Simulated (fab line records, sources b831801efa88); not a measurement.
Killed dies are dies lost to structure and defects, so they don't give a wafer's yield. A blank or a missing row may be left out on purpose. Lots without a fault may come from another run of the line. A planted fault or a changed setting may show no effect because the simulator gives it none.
Which tool did it? | flow sky130 | 24 lots, 72 wafers sampled, at 5 steps of a route of 708

WHAT THE GAUGES READ, wafer by wafer
SKY_POLY_CUT_CD_MEAS_08: target cd 270 nm.
lot  | measured     | on        | cd_nm (nm)
L074 | day 24 10:06 | cd_sem-02 | 271.8 272.2 273.0
L075 | day 24 15:46 | cd_sem-01 | 270.0 269.0 267.9
L076 | day 24 23:31 | cd_sem-02 | 268.5 267.5 266.2
L077 | day 25 08:44 | cd_sem-01 | 270.4 271.6 269.7
L078 | day 25 20:42 | cd_sem-02 | 269.6 269.7 270.8
L079 | day 26 00:38 | cd_sem-01 | 267.7 268.9 267.6
L080 | day 26 10:36 | cd_sem-01 | 271.2 271.0 270.9
L081 | day 27 00:43 | cd_sem-01 | 267.4 267.0 267.7
L082 | day 27 08:09 | cd_sem-01 | 271.4 272.6 273.1
L083 | day 27 21:47 | cd_sem-01 | 271.6 271.6 270.8
L084 | day 27 22:13 | cd_sem-01 | 270.5 270.4 269.0
L085 | day 28 09:38 | cd_sem-01 | 271.0 269.7 269.5
L086 | day 28 11:33 | cd_sem-01 | 268.5 268.8 269.7
L087 | day 28 16:24 | cd_sem-01 | 268.7 269.5 270.1
L088 | day 29 12:53 | cd_sem-01 | 272.0 272.6 271.9
L089 | day 29 22:41 | cd_sem-01 | 271.9 272.6 273.4
L090 | day 29 23:44 | cd_sem-01 | 268.6 269.7 268.7
L091 | day 30 07:36 | cd_sem-01 | 269.9 267.6 270.5
L092 | day 30 17:22 | cd_sem-01 | 269.2 268.5 268.4
L093 | day 30 20:05 | cd_sem-01 | 270.4 268.7 269.8
L094 | day 31 04:21 | cd_sem-01 | 268.7 270.4 270.5
L095 | day 31 10:53 | cd_sem-01 | 269.9 270.8 269.1
L096 | day 31 16:44 | cd_sem-01 | 270.4 269.2 270.6
L097 | day 31 20:08 | cd_sem-01 | 271.3 270.7 271.0

SKY_CONTACT_RS_MEAS_25: measures by four-point-probe.
lot  | measured     | on            | CONTACT_W_RS (ohm/sq)
L074 | day 31 19:28 | film_metro-03 | 0.338 0.330 0.333
L075 | day 32 02:07 | film_metro-03 | 0.342 0.341 0.345
L076 | day 32 09:19 | film_metro-01 | 0.341 0.340 0.340
L077 | day 32 14:12 | film_metro-03 | 0.338 0.342 0.342
L078 | day 33 02:01 | film_metro-01 | 0.341 0.338 0.340
L079 | day 33 07:48 | film_metro-03 | 0.340 0.336 0.339
L080 | day 33 16:09 | film_metro-04 | 0.336 0.333 0.333
L081 | day 34 03:52 | film_metro-01 | 0.340 0.341 0.342
L082 | day 34 12:21 | film_metro-01 | 0.344 0.342 0.342
L083 | day 34 23:56 | film_metro-01 | 0.340 0.339 0.338
L084 | day 35 00:56 | film_metro-04 | 0.342 0.340 0.339
L085 | day 35 09:02 | film_metro-04 | 0.344 0.343 0.343
L086 | day 35 12:47 | film_metro-04 | 0.346 0.335 0.340
L087 | day 35 18:13 | film_metro-04 | 0.349 0.342 0.345
L088 | day 36 11:46 | film_metro-01 | 0.338 0.343 0.338
L089 | day 36 23:03 | film_metro-03 | 0.345 0.345 0.341
L090 | day 36 23:44 | film_metro-04 | 0.340 0.341 0.341
L091 | day 37 07:35 | film_metro-03 | 0.341 0.339 0.343
L092 | day 37 14:29 | film_metro-03 | 0.349 0.343 0.340
L093 | day 37 17:40 | film_metro-01 | 0.345 0.340 0.340
L094 | day 38 03:54 | film_metro-01 | 0.347 0.344 0.343
L095 | day 38 05:04 | film_metro-03 | 0.341 0.342 0.342
L096 | day 38 12:22 | film_metro-01 | 0.344 0.340 0.340
L097 | day 38 14:33 | film_metro-03 | 0.338 0.337 0.345

SKY_CAPM_OVL_MEAS_12.
lot  | measured     | on         | CAPM_OVL (nm)
L074 | day 37 15:33 | overlay-01 | 0.0 -1.5 -0.4
L075 | day 37 20:52 | overlay-01 | 0.4 -1.4 -1.9
L076 | day 38 04:35 | overlay-02 | 0.0 -1.3 -1.3
L077 | day 38 08:57 | overlay-02 | -3.7 -3.3 -2.0
L078 | day 38 19:45 | overlay-02 | -1.0 -1.3 -1.9
L079 | day 39 01:08 | overlay-02 | -4.4 -3.3 -4.7
L080 | day 39 08:53 | overlay-02 | 0.1 -0.3 -0.1
L081 | day 39 18:30 | overlay-02 | -2.5 -2.4 -2.1
L082 | day 40 03:33 | overlay-01 | -1.5 -4.5 -2.7
L083 | day 40 15:52 | overlay-01 | -3.9 -4.8 -3.9
L084 | day 40 16:37 | overlay-01 | -0.4 -0.4 1.0
L085 | day 40 22:37 | overlay-01 | -2.1 -1.4 0.2
L086 | day 41 02:08 | overlay-01 | -1.9 -1.8 -1.1
L087 | day 41 07:46 | overlay-01 | -3.1 -3.4 -1.5
L088 | day 42 00:12 | overlay-01 | -2.3 -3.4 -2.4
L089 | day 42 09:53 | overlay-02 | -4.9 -3.5 -5.5
L090 | day 42 11:26 | overlay-02 | -4.7 -2.9 -1.9
L091 | day 42 15:36 | overlay-01 | 0.3 -0.7 0.5
L092 | day 42 21:50 | overlay-01 | -2.6 -2.9 -2.6
L093 | day 43 02:15 | overlay-02 | 0.1 -1.3 -0.1
L094 | day 43 10:54 | overlay-01 | 0.4 0.5 -0.6
L095 | day 43 12:30 | overlay-01 | 0.9 -0.4 0.0
L096 | day 43 19:32 | overlay-02 | -3.2 -2.4 -2.0
L097 | day 43 20:02 | overlay-02 | -0.3 0.0 -0.1

WHICH TOOL RAN EACH LOT (tool, then ch and the chambers of the sampled wafers, then the start)
lot  | SKY_CONTACT_ETCH_18                           | SKY_METAL2_SPUTTER_04
L074 | rie_diel-02 ch 0,2,3, day 31 19:28 or earlier | pvd_sputter-04, day 34 05:05
L075 | rie_diel-03 ch 1,2,3, day 32 02:07 or earlier | pvd_sputter-03, day 34 11:46
L076 | rie_diel-03 ch 1,2, day 32 09:19 or earlier   | pvd_sputter-01, day 34 18:19
L077 | rie_diel-02 ch 0,2, day 32 14:12 or earlier   | pvd_sputter-03, day 34 23:34
L078 | rie_diel-01 ch 0,1,2, day 33 02:01 or earlier | pvd_sputter-01, day 35 10:30
L079 | rie_diel-03 ch 0,1,3, day 33 07:48 or earlier | pvd_sputter-03, day 35 16:59
L080 | rie_diel-01 ch 0,1,3, day 33 16:09 or earlier | pvd_sputter-03, day 36 00:38
L081 | rie_diel-03 ch 1,2, day 34 03:52 or earlier   | pvd_sputter-04, day 36 12:00
L082 | rie_diel-01 ch 0,1,2, day 34 12:21 or earlier | pvd_sputter-03, day 36 20:30
L083 | rie_diel-03 ch 0,1,2, day 34 23:56 or earlier | pvd_sputter-01, day 37 08:41
L084 | rie_diel-02 ch 0,1,2, day 35 00:56 or earlier | pvd_sputter-03, day 37 09:05
L085 | rie_diel-02 ch 0,1, day 35 09:02 or earlier   | pvd_sputter-04, day 37 16:12
L086 | rie_diel-03 ch 0,1,2, day 35 12:47 or earlier | pvd_sputter-04, day 37 20:10
L087 | rie_diel-02 ch 0,1,2, day 35 18:13 or earlier | pvd_sputter-03, day 38 01:43
L088 | rie_diel-03 ch 0,2,3, day 36 11:46 or earlier | pvd_sputter-03, day 38 20:01
L089 | rie_diel-02 ch 0,3, day 36 23:03 or earlier   | pvd_sputter-03, day 39 06:37
L090 | rie_diel-01 ch 1,2, day 36 23:44 or earlier   | pvd_sputter-04, day 39 07:10
L091 | rie_diel-01 ch 2,3, day 37 07:35 or earlier   | pvd_sputter-04, day 39 13:19
L092 | rie_diel-01 ch 2,3, day 37 14:29 or earlier   | pvd_sputter-03, day 39 19:07
L093 | rie_diel-02 ch 0,1,3, day 37 17:40 or earlier | pvd_sputter-04, day 39 23:43
L094 | rie_diel-01 ch 2,3, day 38 03:54 or earlier   | pvd_sputter-04, day 40 09:22
L095 | rie_diel-01 ch 0,1,3, day 38 05:04 or earlier | pvd_sputter-03, day 40 10:14
L096 | rie_diel-03 ch 0,1,3, day 38 12:22 or earlier | pvd_sputter-04, day 40 17:46
L097 | rie_diel-03 ch 0,2, day 38 14:33 or earlier   | pvd_sputter-03, day 40 20:17
- SKY_CONTACT_ETCH_18: etches Si3N4 in CHF3/O2, stops on TiN, time 39 s, target depth 75 nm.
- SKY_METAL2_SPUTTER_04: material TiN, target thk 70 nm, time 58.3 s.

WHAT THE TOOLS THEMSELVES READ (means of the sampled wafers that have a number; where no wafer has one, the mark that the record gives instead)
SKY_CONTACT_ETCH_18.
lot  | tool        | drypump_motor_current_A (A) | oes_product_au (a.u.) | throttle_valve_pct (%)
L074 | rie_diel-02 | 5.7                         | 0.855                 | 8.788
L075 | rie_diel-03 | 5.3                         | 0.855                 | 8.792
L076 | rie_diel-03 | 4.9                         | 0.853                 | 8.786
L077 | rie_diel-02 | 5.4                         | 0.853                 | 8.796
L078 | rie_diel-01 | 5.9                         | 0.858                 | 8.796
L079 | rie_diel-03 | 5.8                         | 0.854                 | 8.793
L080 | rie_diel-01 | 5.7                         | 0.860                 | 8.795
L081 | rie_diel-03 | 4.9                         | 0.854                 | 8.796
L082 | rie_diel-01 | 5.9                         | 0.858                 | 8.798
L083 | rie_diel-03 | 5.4                         | 0.854                 | 8.801
L084 | rie_diel-02 | 5.2                         | 0.855                 | 8.781
L085 | rie_diel-02 | 5.1                         | 0.851                 | 8.796
L086 | rie_diel-03 | 5.4                         | 0.857                 | 8.795
L087 | rie_diel-02 | 5.2                         | 0.859                 | 8.793
L088 | rie_diel-03 | 5.4                         | 0.848                 | 8.791
L089 | rie_diel-02 | 5.5                         | 0.853                 | 8.789
L090 | rie_diel-01 | 5.8                         | 0.845                 | 8.789
L091 | rie_diel-01 | 5.6                         | 0.862                 | 8.807
L092 | rie_diel-01 | 5.7                         | 0.849                 | 8.796
L093 | rie_diel-02 | 5.6                         | 0.851                 | 8.800
L094 | rie_diel-01 | 5.7                         | 0.850                 | 8.798
L095 | rie_diel-01 | 5.8                         | 0.853                 | 8.788
L096 | rie_diel-03 | 5.8                         | 0.854                 | 8.796
L097 | rie_diel-03 | 5.5                         | 0.849                 | 8.796

SKY_METAL2_SPUTTER_04.
lot  | tool           | throttle_valve_pct (%)
L074 | pvd_sputter-04 | 30.9
L075 | pvd_sputter-03 | 31.9
L076 | pvd_sputter-01 | 31.2
L077 | pvd_sputter-03 | 31.4
L078 | pvd_sputter-01 | 30.5
L079 | pvd_sputter-03 | 31.9
L080 | pvd_sputter-03 | 30.8
L081 | pvd_sputter-04 | 30.8
L082 | pvd_sputter-03 | 30.8
L083 | pvd_sputter-01 | 29.9
L084 | pvd_sputter-03 | 31.1
L085 | pvd_sputter-04 | 30.8
L086 | pvd_sputter-04 | 30.6
L087 | pvd_sputter-03 | 31.2
L088 | pvd_sputter-03 | 31.3
L089 | pvd_sputter-03 | 32.4
L090 | pvd_sputter-04 | 29.6
L091 | pvd_sputter-04 | 30.1
L092 | pvd_sputter-03 | 31.3
L093 | pvd_sputter-04 | 30.2
L094 | pvd_sputter-04 | 30.2
L095 | pvd_sputter-03 | 30.9
L096 | pvd_sputter-04 | 29.8
L097 | pvd_sputter-03 | 31.2

THE ANSWER, worked out from the rows above alone
Rule: what is usual is taken from the lots themselves. Put in order of their means at a reading, lots are off if they are a third of the lots or fewer, leave a main group of 4 or more, and stand apart from it by a gap of 3 or more times the standard deviation of the main group's means; of several such gaps the widest counts. A main group whose means are all the same, to the digits that the tables above print for the reading, isn't used. A lot without any number at a reading at which 4 lots or more have one is off too. The other lots that the step has rows for count as sound. The gauges are gone through in route order, then the tools' own readings, and for those a lot's mean is taken as printed above. The first step at which some lot is off is used, and at that step the reading that is off furthest; a lot without a number counts as furthest.
No lot is off at any reading shown: from this, nothing can be told.

WHAT THE SIMULATOR HAD PUT IN
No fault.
